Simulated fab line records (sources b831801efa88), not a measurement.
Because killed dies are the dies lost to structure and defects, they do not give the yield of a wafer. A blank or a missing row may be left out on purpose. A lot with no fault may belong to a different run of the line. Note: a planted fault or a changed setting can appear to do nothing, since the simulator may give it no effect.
fab line records ; flow gf180mcu
[record] lots = 12; wafers = 34; last_day = 34
route steps=602 shown SALICIDE@281 V1@357 M3@409
lots that met no fault: taken from a fault-free run of the same line
start_h: hours from the record's first day to the start of the lot's first wafer shown ; wait_h: hours elapsed since this lot's preceding step ; " same as the row above ; L1.1+2: a single row standing in for several wafers ; - value missing, or start not given ; * or withheld: withheld ; < > ~ a bound
route shown NAME@n: names a module that has steps shown in the file, with the first one's number in the route ; usual: the fault-free wafers' mean and standard deviation ; same: alike in all rows ; chamber/n: place in a boat ; sites: readings site by site ; _std_site: how widely they spread, as a standard deviation ; _edge_site: mean of outer sites minus mean of inner sites ; radius_mm: for every site, how far away it sits from the centre of the wafer ; mask NAME#n: copy n ; behind: the most recent tool/chamber to have shaped the wafer ; hold: reason for holding the lot/hours on hold/outcome of the hold ; device: transistor that didn't switch, given as n, p or np ; end of line: tests run on the same wafers once the route is complete ; where a step has no rows: the recipe by itself ; killed: at the first sort, the dies lost to defects and structure; wafer yield is something else ; map: the dies of a wafer, with x for killed, . for not killed, _ for no die there
set.NAME: setting as actually run; set.NAME@STEP: the setting as run at that earlier step ; model.NAME: the simulator's own value behind a step, which no gauge read
steps of the route over a sample of lots; a table a step, a row a wafer
services: a tool's chamber out of use, with start hour (start_h, from the record's first day; less than 0 if before it), hours out, and reason
[[steps]]
[step GF_SALICIDE_SPUTTER_03]
[recipe] material = TiN; target_thk_nm = 20; power_w = 6500; time_s = 16.7; chamber_pressure_pa = 0.4
[usual] cathode_dc_power_W = 6499.9/1.3; chamber_pressure_pa = 0.4001/0.00086; throttle_valve_pct = 30.4/0.98
lot.wafer;tool;chamber;start_h;wait_h;cathode_dc_power_W;chamber_pressure_pa;throttle_valve_pct
L890.3;pvd_sputter-03;-;349.28;0.0;6501.2;0.3997;30.9
L890.5;pvd_sputter-03;-;349.28;0.0;6499.5;0.4002;30.1
L890.6;pvd_sputter-03;-;349.28;0.0;6500.3;0.4009;31.0
L891.1;pvd_sputter-02;-;352.11;0.0;6500.5;0.3982;31.8
L891.2;pvd_sputter-02;-;352.11;0.0;6502.0;0.3999;31.0
L891.6;pvd_sputter-02;-;352.11;0.0;6498.2;0.4005;31.1
L892.1;pvd_sputter-02;-;370.82;0.0;6501.1;0.4000;31.9
L892.2;pvd_sputter-02;-;370.82;0.0;6500.5;0.3988;30.6
L892.6;pvd_sputter-02;-;370.82;0.0;6498.0;0.3991;30.9
L894.1;pvd_sputter-03;-;391.58;0.0;6498.8;0.4001;30.0
L894.5;pvd_sputter-03;-;391.58;0.0;6500.9;0.3993;31.1
L894.6;pvd_sputter-03;-;391.58;0.0;6498.9;0.4001;30.1
L895.2;pvd_sputter-03;-;422.04;0.0;6499.9;0.3997;30.2
L895.3;pvd_sputter-03;-;422.04;0.0;6499.4;0.4009;31.4
L895.4;pvd_sputter-03;-;422.04;0.0;6502.6;0.4006;30.0
L898.1;pvd_sputter-03;-;439.01;0.0;6499.4;0.3999;29.8
L898.2;pvd_sputter-03;-;439.01;0.0;6500.0;0.4000;31.3
L898.3;pvd_sputter-03;-;439.01;0.0;6499.1;0.4014;30.1
L899.2;pvd_sputter-02;-;439.72;0.0;6500.2;0.3995;30.5
L899.4;pvd_sputter-02;-;439.72;0.0;6496.3;0.4000;31.0
L899.5;pvd_sputter-02;-;439.72;0.0;6500.0;0.4009;31.3
L900.2;pvd_sputter-03;-;454.76;0.0;6498.1;0.4000;30.0
L900.4;pvd_sputter-03;-;454.76;0.0;6497.6;0.4020;30.2
L900.5;pvd_sputter-03;-;454.76;0.0;6499.8;0.4005;31.4
L901.3;pvd_sputter-02;-;459.58;0.0;6501.0;0.4000;30.7
L901.4;pvd_sputter-02;-;459.58;0.0;6501.5;0.4011;31.2
L901.5;pvd_sputter-02;-;459.58;0.0;6500.2;0.4008;31.9
L902.2;pvd_sputter-04;-;462.44;0.0;6499.9;0.3990;31.5
L902.3;pvd_sputter-04;-;462.44;0.0;6502.1;0.4013;31.1
L902.5;pvd_sputter-04;-;462.44;0.0;6498.5;0.4003;27.8
L910.4;pvd_sputter-03;-;522.17;0.0;6499.7;0.3989;30.3
L910.6;pvd_sputter-03;-;522.17;0.0;6500.7;0.3990;30.4
L911.1;pvd_sputter-03;-;526.52;0.0;6501.1;0.4008;30.2
L911.5;pvd_sputter-03;-;526.52;0.0;6498.8;0.4007;30.2
[step GF_SALICIDE_THK_MEAS_05]
[recipe] thk_meas_gauge = xrf; reads = TiN_of_SALICIDE_SPUTTER_03
[usual] SALICIDE_TIN_THK = 19.72/0.25
lot.wafer;tool;chamber;start_h;wait_h;SALICIDE_TIN_THK[nm]
L890.3;film_metro-01;-;349.44;0.1;18.87
L890.5;film_metro-01;-;349.44;0.1;19.20
L890.6;film_metro-01;-;349.44;0.1;19.29
L891.1;film_metro-01;-;352.26;0.1;19.69
L891.2;film_metro-01;-;352.26;0.1;19.99
L891.6;film_metro-01;-;352.26;0.1;19.94
L892.1;film_metro-03;-;370.97;0.1;20.08
L892.2;film_metro-03;-;370.97;0.1;19.43
L892.6;film_metro-03;-;370.97;0.1;19.76
L894.1;film_metro-01;-;391.73;0.1;19.39
L894.5;film_metro-01;-;391.73;0.1;19.22
L894.6;film_metro-01;-;391.73;0.1;19.41
L895.2;film_metro-04;-;422.19;0.1;20.14
L895.3;film_metro-04;-;422.19;0.1;19.76
L895.4;film_metro-04;-;422.19;0.1;19.97
L898.1;film_metro-03;-;439.16;0.1;19.51
L898.2;film_metro-03;-;439.16;0.1;19.43
L898.3;film_metro-03;-;439.16;0.1;19.49
L899.2;film_metro-01;-;439.88;0.1;19.82
L899.4;film_metro-01;-;439.88;0.1;20.01
L899.5;film_metro-01;-;439.88;0.1;20.14
L900.2;film_metro-01;-;454.92;0.1;19.69
L900.4;film_metro-01;-;454.92;0.1;19.90
L900.5;film_metro-01;-;454.92;0.1;19.53
L901.3;film_metro-01;-;459.75;0.1;19.63
L901.4;film_metro-01;-;459.75;0.1;19.91
L901.5;film_metro-01;-;459.75;0.1;19.63
L902.2;film_metro-04;-;462.60;0.1;19.81
L902.3;film_metro-04;-;462.60;0.1;19.86
L902.5;film_metro-04;-;462.60;0.1;19.83
L910.4;film_metro-03;-;522.35;0.1;21.73
L910.6;film_metro-03;-;522.35;0.1;19.83
L911.1;film_metro-04;-;526.67;0.1;19.97
L911.5;film_metro-04;-;526.67;0.1;21.91
[step GF_V1_SPUTTER_22]
[recipe] material = TiN; target_thk_nm = 10; chamber_pressure_pa = 5; power_w = 4000; time_s = 40
[usual] cathode_dc_power_W = 4000.0/0.74; chamber_pressure_pa = 5.002/0.0095; throttle_valve_pct = 29.9/1.3
lot.wafer;tool;chamber;start_h;wait_h;cathode_dc_power_W;chamber_pressure_pa;throttle_valve_pct
L890.3;pvd_sputter-02;-;422.03;0.0;3998.6;5.002;30.8
L890.5;pvd_sputter-02;-;422.03;0.0;4000.9;5.007;31.3
L890.6;pvd_sputter-02;-;422.03;0.0;3999.6;5.001;30.9
L891.1;pvd_sputter-03;-;425.59;0.0;3998.8;5.010;29.9
L891.2;pvd_sputter-03;-;425.59;0.0;3999.4;5.007;31.0
L891.6;pvd_sputter-03;-;425.59;0.0;3999.8;4.998;30.2
L892.1;pvd_sputter-02;-;444.63;0.0;3999.2;4.998;30.4
L892.2;pvd_sputter-02;-;444.63;0.0;3999.8;4.972;29.1
L892.6;pvd_sputter-02;-;444.63;0.0;4000.6;5.007;31.1
L894.1;pvd_sputter-01;-;466.50;0.0;3999.3;5.004;29.2
L894.5;pvd_sputter-01;-;466.50;0.0;3999.2;4.992;28.2
L894.6;pvd_sputter-01;-;466.50;0.0;4000.7;5.009;26.8
L895.2;pvd_sputter-03;-;500.98;0.0;3998.1;4.986;31.1
L895.3;pvd_sputter-03;-;500.98;0.0;3999.8;4.990;30.3
L895.4;pvd_sputter-03;-;500.98;0.0;4000.0;5.012;30.2
L898.1;pvd_sputter-02;-;515.38;0.0;4001.7;5.001;31.0
L898.2;pvd_sputter-02;-;515.38;0.0;3999.1;4.991;31.6
L898.3;pvd_sputter-02;-;515.38;0.0;4000.6;4.997;28.9
L899.2;pvd_sputter-02;-;516.87;0.0;4001.2;4.980;30.7
L899.4;pvd_sputter-02;-;516.87;0.0;4000.7;5.004;31.6
L899.5;pvd_sputter-02;-;516.87;0.0;4000.5;5.011;31.0
L900.2;pvd_sputter-03;-;531.51;0.0;4000.0;5.001;30.9
L900.4;pvd_sputter-03;-;531.51;0.0;3999.9;5.003;30.2
L900.5;pvd_sputter-03;-;531.51;0.0;3999.5;5.024;30.0
L901.3;pvd_sputter-03;-;535.36;0.0;4000.7;4.996;30.2
L901.4;pvd_sputter-03;-;535.36;0.0;4000.3;4.991;31.1
L901.5;pvd_sputter-03;-;535.36;0.0;4000.9;5.011;30.1
L902.2;pvd_sputter-03;-;537.78;0.0;4000.3;5.010;30.3
L902.3;pvd_sputter-03;-;537.78;0.0;4000.5;5.014;31.1
L902.5;pvd_sputter-03;-;537.78;0.0;3999.4;4.995;30.4
L910.4;pvd_sputter-03;-;594.14;0.0;4000.6;5.003;30.1
L910.6;pvd_sputter-03;-;594.14;0.0;3998.5;5.014;30.1
L911.1;pvd_sputter-02;-;598.17;0.0;3999.2;4.995;28.9
L911.5;pvd_sputter-02;-;598.17;0.0;4000.9;4.990;31.1
[step GF_M3_SPUTTER_00]
[recipe] material = Ti; target_thk_nm = 37.5; arriving_ion_energy_ev = 80; substrate_temp_c = 200; chamber_pressure_pa = 2; power_w = 4000; time_s = 150
[usual] cathode_dc_power_W = 4000.0/0.7; chamber_pressure_pa = 2.000/0.0039; throttle_valve_pct = 29.6/1.5
lot.wafer;tool;chamber;start_h;wait_h;cathode_dc_power_W;chamber_pressure_pa;throttle_valve_pct
L890.3;pvd_sputter-01;-;474.40;0.2;3999.2;2.005;29.1
L890.5;pvd_sputter-01;-;474.40;0.2;3999.9;2.006;29.2
L890.6;pvd_sputter-01;-;474.40;0.2;4000.6;2.000;29.7
L891.1;pvd_sputter-01;-;478.36;0.1;4000.3;2.003;29.2
L891.2;pvd_sputter-01;-;478.36;0.1;4000.4;2.002;29.3
L891.6;pvd_sputter-01;-;478.36;0.1;3998.7;2.002;28.0
L892.1;pvd_sputter-02;-;496.41;0.1;4000.2;2.003;29.0
L892.2;pvd_sputter-02;-;496.41;0.1;4000.8;1.994;31.1
L892.6;pvd_sputter-02;-;496.41;0.1;4001.1;2.005;30.6
L894.1;pvd_sputter-02;-;517.86;0.2;4000.3;1.998;31.2
L894.5;pvd_sputter-02;-;517.86;0.2;3999.3;1.999;31.7
L894.6;pvd_sputter-02;-;517.86;0.2;3998.6;2.000;31.1
L895.2;pvd_sputter-02;-;551.12;0.1;4001.5;2.004;30.6
L895.3;pvd_sputter-02;-;551.12;0.1;3999.3;2.001;31.8
L895.4;pvd_sputter-02;-;551.12;0.1;4000.1;1.994;31.1
L898.1;pvd_sputter-04;-;564.30;0.1;3999.1;1.997;31.6
L898.2;pvd_sputter-04;-;564.30;0.1;3998.9;1.997;31.2
L898.3;pvd_sputter-04;-;564.30;0.1;3999.7;1.996;29.8
L899.2;pvd_sputter-01;-;565.52;0.1;4000.1;1.999;29.5
L899.4;pvd_sputter-01;-;565.52;0.1;4000.9;2.001;29.4
L899.5;pvd_sputter-01;-;565.52;0.1;3999.4;2.002;29.5
L900.2;pvd_sputter-01;-;579.80;0.1;3999.9;2.001;26.9
L900.4;pvd_sputter-01;-;579.80;0.1;3999.3;1.998;29.2
L900.5;pvd_sputter-01;-;579.80;0.1;4000.7;2.002;27.1
L901.3;pvd_sputter-02;-;583.53;0.2;3998.8;1.999;28.8
L901.4;pvd_sputter-02;-;583.53;0.2;3999.2;1.998;29.2
L901.5;pvd_sputter-02;-;583.53;0.2;3999.8;2.001;31.6
L902.2;pvd_sputter-02;-;585.43;0.1;3999.9;2.005;30.5
L902.3;pvd_sputter-02;-;585.43;0.1;4000.8;1.992;31.6
L902.5;pvd_sputter-02;-;585.43;0.1;4000.7;1.995;31.5
L910.4;pvd_sputter-02;-;638.30;0.2;4000.7;2.003;30.8
L910.6;pvd_sputter-02;-;638.30;0.2;4000.0;1.998;28.7
L911.1;pvd_sputter-04;-;642.93;0.2;4000.1;1.992;31.1
L911.5;pvd_sputter-04;-;642.93;0.2;3999.6;1.993;31.1
[step GF_M3_SPUTTER_01]
[recipe] material = TiN; target_thk_nm = 30; power_w = 6500; time_s = 25; chamber_pressure_pa = 0.4
[usual] cathode_dc_power_W = 6500.0/1.1; chamber_pressure_pa = 0.4001/0.00077; throttle_valve_pct = 29.6/1.5
lot.wafer;tool;chamber;start_h;wait_h;cathode_dc_power_W;chamber_pressure_pa;throttle_valve_pct
L890.3;pvd_sputter-01;-;474.50;0.1;6499.9;0.4004;29.1
L890.5;pvd_sputter-01;-;474.50;0.1;6500.0;0.4003;29.3
L890.6;pvd_sputter-01;-;474.50;0.1;6498.9;0.4001;29.3
L891.1;pvd_sputter-01;-;478.46;0.1;6498.4;0.3993;29.5
L891.2;pvd_sputter-01;-;478.46;0.1;6501.0;0.3999;29.6
L891.6;pvd_sputter-01;-;478.46;0.1;6501.0;0.4001;28.2
L892.1;pvd_sputter-02;-;496.51;0.1;6502.0;0.3992;28.8
L892.2;pvd_sputter-02;-;496.51;0.1;6500.2;0.3989;31.1
L892.6;pvd_sputter-02;-;496.51;0.1;6500.3;0.3998;30.6
L894.1;pvd_sputter-02;-;517.96;0.1;6500.7;0.3993;31.3
L894.5;pvd_sputter-02;-;517.96;0.1;6499.6;0.3997;31.6
L894.6;pvd_sputter-02;-;517.96;0.1;6499.2;0.3990;31.4
L895.2;pvd_sputter-02;-;551.22;0.1;6502.1;0.4000;30.6
L895.3;pvd_sputter-02;-;551.22;0.1;6499.8;0.4000;31.6
L895.4;pvd_sputter-02;-;551.22;0.1;6499.9;0.4005;31.1
L898.1;pvd_sputter-04;-;564.40;0.1;6499.2;0.3992;31.3
L898.2;pvd_sputter-04;-;564.40;0.1;6500.9;0.4010;31.1
L898.3;pvd_sputter-04;-;564.40;0.1;6501.1;0.3999;29.6
L899.2;pvd_sputter-01;-;565.62;0.1;6501.4;0.4009;29.3
L899.4;pvd_sputter-01;-;565.62;0.1;6500.8;0.4013;29.3
L899.5;pvd_sputter-01;-;565.62;0.1;6500.9;0.4012;29.5
L900.2;pvd_sputter-01;-;579.90;0.1;6499.2;0.4000;26.9
L900.4;pvd_sputter-01;-;579.90;0.1;6499.5;0.3997;29.6
L900.5;pvd_sputter-01;-;579.90;0.1;6499.5;0.3999;26.8
L901.3;pvd_sputter-02;-;583.63;0.1;6500.4;0.3998;29.1
L901.4;pvd_sputter-02;-;583.63;0.1;6500.8;0.4006;29.2
L901.5;pvd_sputter-02;-;583.63;0.1;6500.6;0.4014;31.4
L902.2;pvd_sputter-02;-;585.53;0.1;6500.6;0.3999;30.2
L902.3;pvd_sputter-02;-;585.53;0.1;6500.0;0.3999;31.6
L902.5;pvd_sputter-02;-;585.53;0.1;6498.0;0.4000;31.8
L910.4;pvd_sputter-02;-;638.40;0.1;6500.1;0.4001;30.9
L910.6;pvd_sputter-02;-;638.40;0.1;6501.8;0.3998;28.9
L911.1;pvd_sputter-04;-;643.03;0.1;6502.0;0.3984;31.1
L911.5;pvd_sputter-04;-;643.03;0.1;6497.2;0.3990;31.0
[[services]]
tool;chamber;start_h;hours;kind
pvd_sputter-01;0;330.45;-;consumable_replace:kit
pvd_sputter-01;0;330.45;18.0;scheduled_down
pvd_sputter-01;0;330.45;18.0;vent_cycle
pvd_sputter-03;-;353.79;3.5;repair
pvd_sputter-03;-;365.13;2.0;repair
pvd_sputter-03;-;373.10;3.0;repair
pvd_sputter-03;-;377.45;2.6;repair
pvd_sputter-04;-;383.96;4.0;repair
pvd_sputter-02;3;406.12;-;consumable_replace:kit
pvd_sputter-02;3;406.12;18.0;scheduled_down
pvd_sputter-02;3;406.12;18.0;vent_cycle
pvd_sputter-04;-;435.44;0.9;repair
pvd_sputter-04;-;455.80;3.9;repair
pvd_sputter-02;-;463.07;1.9;repair
pvd_sputter-01;-;495.11;29.0;repair
pvd_sputter-03;-;566.69;3.4;repair
pvd_sputter-02;2;577.85;-;consumable_replace:kit
pvd_sputter-02;2;577.85;18.0;scheduled_down
pvd_sputter-02;2;577.85;18.0;vent_cycle
pvd_sputter-03;2;609.85;-;consumable_replace:kit
pvd_sputter-03;2;609.85;18.0;scheduled_down
pvd_sputter-03;2;609.85;18.0;vent_cycle
pvd_sputter-04;-;620.55;1.0;repair
pvd_sputter-02;-;633.50;4.0;repair
[[key]]
[first_sign] step = GF_SALICIDE_THK_MEAS_05; reading = SALICIDE_TIN_THK; direction = up; sigmas = 8.4; usual = 19.72; struck = 21.82
effect none on later readings
met_at GF_SALICIDE_SPUTTER_03
struck_lots L910,L911
struck_wafers L910.4,L911.5
tester_left_out L910,L911
not_acting_at GF_V1_SPUTTER_22,GF_M3_SPUTTER_00,GF_M3_SPUTTER_01
onset_between 454.76 522.17
[fault] kind = process_parameter_drift; tool = pvd_sputter-03; chamber = -; onset_h = 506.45; steps = GF_SALICIDE_SPUTTER_03; channel = target_thk_nm; offset = 1.9209; shape = step; end_h = 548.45; scope = struck_wafers_only; acts_in = these_recipes_only; stated = 20
// tester_left_out: of these lots the tester's yield and bins aren't shown, on N5 and GAA mostly nor the transistor test; their killed dies are dies lost to structure and defects alone, not to doping, threshold or leakage, so they don't give the yield
